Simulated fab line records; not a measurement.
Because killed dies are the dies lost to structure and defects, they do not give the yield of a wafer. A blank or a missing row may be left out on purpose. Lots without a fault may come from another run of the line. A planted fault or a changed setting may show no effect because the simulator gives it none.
Which tool did it?	flow sky130	Sampling: 24 lots, 72 wafers, 5 of 708 route steps

WHAT THE GAUGES READ, wafer by wafer
SKY_LI_CONTACT_THK_MEAS_23: measures by xrf. Usual: LI_CONTACT_W_THK gives 428 nm (standard deviation 5.4).
lot	measured	on	LI_CONTACT_W_THK (nm)	flag
L074	day 29 05:59	film metro-01	437 424 434	
L075	day 30 04:52	film metro-02	422 415 416	
L076	day 30 09:31	film metro-04	435 430 429	
L077	day 30 12:31	film metro-01	427 424 432	
L078	day 30 21:50	film metro-01	430 435 436	
L079	day 31 08:29	film metro-02	422 419 420	
L080	day 31 11:14	film metro-02	432 431 431	
L081	day 31 22:35	film metro-04	426 416 421	
L082	day 32 11:09	film metro-04	419 422 429	
L083	day 32 12:08	film metro-01	430 426 417	
L084	day 32 21:17	film metro-02	432 440 427	
L085	day 33 06:44	film metro-01	427 424 422	
L086	day 33 14:35	film metro-01	428 424 425	
L087	day 33 19:12	film metro-02	435 431 430	
L088	day 34 03:11	film metro-04	429 422 433	
L089	day 34 15:28	film metro-02	428 428 424	
L090	day 34 19:27	film metro-01	438 427 440	
L091	day 35 00:49	film metro-01	436 429 437	
L092	day 35 05:55	film metro-04	425 437 436	
L093	day 35 10:02	film metro-01	419 429 433	
L094	day 35 16:47	film metro-04	430 419 422	
L095	day 36 00:11	film metro-01	426 429 425	
L096	day 36 04:54	film metro-02	429 423 425	
L097	day 36 13:39	film metro-02	427 432 428	

SKY_CONTACT_BOW_MEAS_05. Usual: CONTACT_BOW gives 81 um (standard deviation 6.7).
lot	measured	on	CONTACT_BOW (um)	flag
L074	day 30 12:21	film metro-03	77 90 69	
L075	day 31 09:38	film metro-03	80 77 77	
L076	day 31 15:15	film metro-01	71 88 91	
L077	day 31 18:12	film metro-03	83 83 79	
L078	day 32 02:39	film metro-01	78 85 74	
L079	day 32 12:55	film metro-03	92 83 88	
L080	day 32 15:57	film metro-03	90 92 74	
L081	day 33 02:56	film metro-03	90 81 74	
L082	day 33 15:40	film metro-03	75 89 65	
L083	day 33 16:49	film metro-01	80 84 75	
L084	day 34 01:19	film metro-03	81 94 87	
L085	day 34 11:01	film metro-04	81 90 78	
L086	day 34 18:43	film metro-03	73 70 81	
L087	day 34 23:26	film metro-01	79 87 81	
L088	day 35 07:27	film metro-03	78 76 75	
L089	day 35 19:57	film metro-03	89 83 67	
L090	day 35 23:41	film metro-03	84 85 73	
L091	day 36 04:19	film metro-03	83 77 79	
L092	day 36 09:38	film metro-04	86 82 88	
L093	day 36 13:32	film metro-03	90 82 88	
L094	day 36 20:45	film metro-01	80 73 85	
L095	day 37 03:44	film metro-03	93 88 77	
L096	day 37 08:08	film metro-04	83 75 88	
L097	day 37 17:50	film metro-04	87 77 77	

SKY_METAL1_CD_MEAS_15: target cd 140 nm. Usual: 140.7 nm for cd nm, sd 1.4.
lot	measured	on	cd nm (nm)	flag
L074	day 32 21:37	cd sem-02	140.5 140.9 141.9	
L075	day 33 16:31	cd sem-02	139.5 141.5 141.1	
L076	day 33 23:16	cd sem-01	141.4 142.1 143.0	
L077	day 34 02:37	cd sem-02	139.1 138.9 140.1	
L078	day 34 10:22	cd sem-02	137.7 140.1 139.8	
L079	day 34 20:04	cd sem-02	141.7 141.4 141.5	
L080	day 34 22:46	cd sem-01	143.5 143.9 143.4	
L081	day 35 09:49	cd sem-02	138.6 139.9 139.0	
L082	day 35 22:37	cd sem-01	139.1 139.7 140.3	
L083	day 35 23:34	cd sem-02	141.7 140.7 140.6	
L084	day 36 07:13	cd sem-01	142.4 140.8 140.8	
L085	day 36 16:22	cd sem-02	140.5 139.7 140.2	
L086	day 36 22:26	cd sem-02	138.5 137.6 139.2	
L087	day 37 05:23	cd sem-01	139.9 139.4 139.1	
L088	day 37 12:19	cd sem-01	136.6 140.1 138.1	
L089	day 38 00:20	cd sem-01	143.8 142.8 142.5	
L090	day 38 03:39	cd sem-02	140.2 143.0 142.4	
L091	day 38 09:08	cd sem-02	141.7 141.6 141.6	
L092	day 38 14:13	cd sem-02	140.5 141.3 141.1	
L093	day 38 17:17	cd sem-01	139.3 138.4 139.5	
L094	day 39 01:19	cd sem-01	140.6 140.8 142.4	
L095	day 39 06:58	cd sem-02	141.9 141.2 142.5	
L096	day 39 12:49	cd sem-02	142.1 140.9 140.0	
L097	day 39 22:24	cd sem-02	139.6 141.3 140.6	

SKY_METAL1_OVL_MEAS_16. Usual: METAL1_OVL gives 3 nm (standard deviation 4.6).
lot	measured	on	METAL1_OVL (nm)	flag
L074	day 32 21:44	overlay-01	7 8 13	
L075	day 33 16:36	overlay-02	1 -4 2	
L076	day 33 23:23	overlay-02	4 4 5	
L077	day 34 02:42	overlay-01	2 7 6	
L078	day 34 10:29	overlay-02	2 -2 5	
L079	day 34 20:11	overlay-02	0 5 0	
L080	day 34 22:53	overlay-01	-1 -1 -2	
L081	day 35 09:56	overlay-01	7 5 8	
L082	day 35 22:44	overlay-01	5 6 4	
L083	day 35 23:41	overlay-02	3 5 3	
L084	day 36 07:20	overlay-01	-5 -3 -6	
L085	day 36 16:29	overlay-02	4 -1 6	
L086	day 36 22:32	overlay-01	5 1 2	
L087	day 37 05:29	overlay-02	0 -4 7	
L088	day 37 12:26	overlay-02	11 7 8	
L089	day 38 00:26	overlay-01	1 5 3	
L090	day 38 03:44	overlay-01	3 5 2	
L091	day 38 09:14	overlay-01	-1 -3 -3	
L092	day 38 14:20	overlay-01	10 4 5	
L093	day 38 17:23	overlay-02	0 6 2	
L094	day 39 01:26	overlay-01	-1 1 -3	
L095	day 39 07:05	overlay-01	-4 1 -3	
L096	day 39 12:54	overlay-01	10 16 15	
L097	day 39 22:29	overlay-02	4 5 5	

WHICH TOOL RAN EACH LOT (tool, then ch and the chambers of the sampled wafers, then the start)
lot	SKY_CONTACT_ETCH_16
L074	rie diel-04 ch 1,2, day 31 15:59
L075	rie diel-02 ch 0,3, day 32 12:49
L076	rie diel-01 ch 0,1,3, day 32 19:19
L077	rie diel-02 ch 0,1,3, day 32 22:01
L078	rie diel-04 ch 0,1,2, day 33 05:55
L079	rie diel-01 ch 1,2,3, day 33 15:50
L080	rie diel-02 ch 0,1,3, day 33 19:01
L081	rie diel-04 ch 1,3, day 34 05:50
L082	rie diel-02 ch 1,2,3, day 34 18:44
L083	rie diel-02 ch 0,1, day 34 19:52
L084	rie diel-01 ch 0,2, day 35 03:31
L085	rie diel-04 ch 0,1,2, day 35 13:32
L086	rie diel-01 ch 1,2,3, day 35 20:22
L087	rie diel-02 ch 0,1,3, day 36 02:08
L088	rie diel-01 ch 1,2,3, day 36 09:19
L089	rie diel-04 ch 0,1,2, day 36 21:47
L090	rie diel-02 ch 1,2, day 37 01:17
L091	rie diel-04 ch 0,2,3, day 37 06:13
L092	rie diel-04 ch 0,1,3, day 37 11:28
L093	rie diel-01 ch 0,3, day 37 15:05
L094	rie diel-01 ch 1,2,3, day 37 22:55
L095	rie diel-01 ch 0,1,2, day 38 04:34
L096	rie diel-04 ch 0,2,3, day 38 09:44
L097	rie diel-01 ch 1,3, day 38 19:34
- SKY_CONTACT_ETCH_16: etches BARC in N2/H2, stops on SiO2, time 45.9 s, target depth 60 nm.

AS READ BY THE TOOLS THEMSELVES (means over the sampled wafers that have a number; for cases with no such wafer, the mark the record gives instead)
SKY_CONTACT_ETCH_16. Usual: chamber pressure mTorr 30.000 mTorr, standard deviation 0.024; drypump motor current A 5.8 A, standard deviation 0.36; oes product au 0.854 a.u., standard deviation 0.0048; throttle valve pct 13.224 %, standard deviation 0.0087.
lot	tool	chamber pressure mTorr (mTorr)	drypump motor current A (A)	oes product au (a.u.)	throttle valve pct (%)	flag
L074	rie diel-04	30.009	5.8	0.854	13.230	
L075	rie diel-02	30.008	5.4	0.852	13.220	
L076	rie diel-01	30.006	5.8	0.854	13.227	
L077	rie diel-02	30.015	5.6	0.855	13.219	
L078	rie diel-04	30.007	5.8	0.854	13.225	
L079	rie diel-01	30.010	5.7	0.862	13.222	
L080	rie diel-02	29.986	5.6	0.850	13.218	
L081	rie diel-04	30.013	5.8	0.858	13.227	
L082	rie diel-02	29.999	6.1	0.856	13.223	
L083	rie diel-02	29.972	6.0	0.854	13.218	
L084	rie diel-01	30.005	5.9	0.856	13.231	
L085	rie diel-04	29.998	5.8	0.861	13.229	
L086	rie diel-01	30.005	5.7	0.858	13.221	
L087	rie diel-02	29.989	5.6	0.855	13.233	
L088	rie diel-01	29.959	5.7	0.854	13.226	
L089	rie diel-04	29.977	5.8	0.853	13.226	
L090	rie diel-02	30.009	6.4	0.855	13.226	
L091	rie diel-04	30.009	6.0	0.852	13.223	
L092	rie diel-04	30.013	5.9	0.855	13.226	
L093	rie diel-01	29.996	6.0	0.851	13.225	
L094	rie diel-01	30.010	5.7	0.853	13.224	
L095	rie diel-01	30.006	5.7	0.856	13.229	
L096	rie diel-04	29.985	6.1	0.856	13.213	
L097	rie diel-01	29.977	5.7	0.856	13.227	

THE ANSWER, worked out from the rows above alone
Rule: take the mean of a lot's wafers that have a number; if it is more than 3 standard deviations from the usual mean, the lot is off. A lot without any number at a reading at which 4 lots or more have one is off too. Where the step has rows for the other lots, those lots are counted as sound. First the gauges in route order, then the tools' own readings, where a lot's mean is used as printed above. At the first step where some lot is off, the reading lying furthest off is the one used; lots without a number count as furthest.
Nothing can be told from this: no lot is off at any reading shown.

WHAT HAD BEEN PUT IN BY THE SIMULATOR
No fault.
